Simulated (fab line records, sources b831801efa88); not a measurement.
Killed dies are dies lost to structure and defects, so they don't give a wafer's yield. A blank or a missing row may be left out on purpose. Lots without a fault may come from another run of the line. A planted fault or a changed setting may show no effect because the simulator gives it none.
A struck lot beside a sound one | flow gf180mcu | 16 steps out of a route of 602
Sound: wafers L456.1, L456.4, L456.5. Struck: wafers L446.3, L446.4, L446.5. The cause comes at the end.
At each step with rows: each side's tool, then ch and its chambers, then its first start. Under that, the readings that differ: sound wafers | struck wafers | difference of the means | sigmas: that difference in standard deviations of wafers without a fault.
alike: readings whose means differ by less than 2 such deviations, and words and numbers that are the same on both sides. not compared: withheld readings, readings that some wafer has no value for, bounds like >300 that may hide the same value, and numbers for which the record gives no deviation and whose values overlap.
The two part at a step that has a row with sigmas, a row that says differs or no value, or rows on one side only. Numbers that don't overlap but have no deviation are shown without sigmas and don't part them. A reading that every wafer of one side lacks parts them only if that side has two wafers or more.

GF_POLY_GATE_ETCH_13: etches poly-Si in HBr/Cl2, stops on SiO2, target depth 198.5 nm, time 69.6 s.
  sound on rie_si-01 ch 2,3, day 14 10:37; struck on rie_si-01 ch 0,2, day 11 16:15
  alike: chamber_pressure_mTorr, drypump_motor_current_A, oes_product_au, throttle_valve_pct
  not compared: rf_hours_counter_h
GF_POLY_GATE_STRIP_14: strips in O2/N2.
  sound on plasma_asher-02 ch 0,1, day 14 10:40; struck on plasma_asher-02 ch 0,1, day 11 16:20
  reading               | sound             | struck            | difference | sigmas
  oes_product_au (a.u.) | 0.504 0.494 0.502 | 0.515 0.506 0.511 | +0.011     | +2
  alike: chamber_pressure_mTorr, drypump_motor_current_A, heater_power_w
  not compared: rf_hours_counter_h
then, 2 steps without rows for these wafers: GF_POLY_GATE_CLEAN_15 (cleans in SC1/SC2, time 150 s); GF_POLY_GATE_OXIDATION_16 (stabilise 600 s, purge 300 s, target thk 4 nm).
GF_POLY_GATE_THK_MEAS_17:
  sound on film_metro-02, day 14 12:13; struck on film_metro-01, day 11 19:02
  reading                      | sound          | struck         | difference | sigmas
  POLY_GATE_OXIDATION_THK (nm) | 3.90 3.99 3.93 | 4.10 4.18 4.16 | +0.21      | +2
GF_POLY_GATE_CD_MEAS_18:
  sound on cd_sem-01, day 14 12:16; struck on cd_sem-01, day 11 19:08
  reading    | sound             | struck            | difference | sigmas
  cd_nm (nm) | 285.2 287.7 284.6 | 279.6 281.2 282.1 | -4.9       | -2
then, 6 steps without rows for these wafers: GF_HV_LDD_DEHYDRATE_00 (time 60 s); GF_HV_LDD_HMDS_01 (prime time 60 s); GF_HV_LDD_COAT_02 (resist thk 1000 nm); GF_HV_LDD_SOFTBAKE_03 (time 60 s); GF_HV_LDD_EXPOSE_04 (exposes mask Nplus LV AREA, target cd 400 nm); GF_HV_LDD_PEB_05.
GF_HV_LDD_DEVELOP_06: develop time 60 s.
  sound on litho_track-03 ch 0, day 15 09:53; struck on litho_track-03 ch 0, day 12 13:32
  reading              | sound             | struck            | difference | sigmas
  developer_temp_C (C) | 23.23 23.03 23.15 | 20.71 20.66 20.54 | -2.50      | -25
GF_HV_LDD_CD_MEAS_07: target cd 400 nm.
  sound on cd_sem-02, day 15 10:02; struck on cd_sem-01, day 12 13:43
  reading    | sound             | struck            | difference | sigmas
  cd_nm (nm) | 399.7 399.1 399.6 | 410.0 408.1 409.3 | +9.7       | +4
GF_HV_LDD_OVL_MEAS_08:
  sound on overlay-01, day 15 10:09; struck on overlay-02, day 12 13:49
  alike: HV_LDD_OVL
GF_PASSIVATION_PROBE_99:
  the record has rows for the sound wafers here (prober-02, day 33 22:32) and none for the struck ones

WHERE THEY PART
First at GF_POLY_GATE_STRIP_14; last, within this record, at GF_PASSIVATION_PROBE_99.

WHY: what the simulator had put in
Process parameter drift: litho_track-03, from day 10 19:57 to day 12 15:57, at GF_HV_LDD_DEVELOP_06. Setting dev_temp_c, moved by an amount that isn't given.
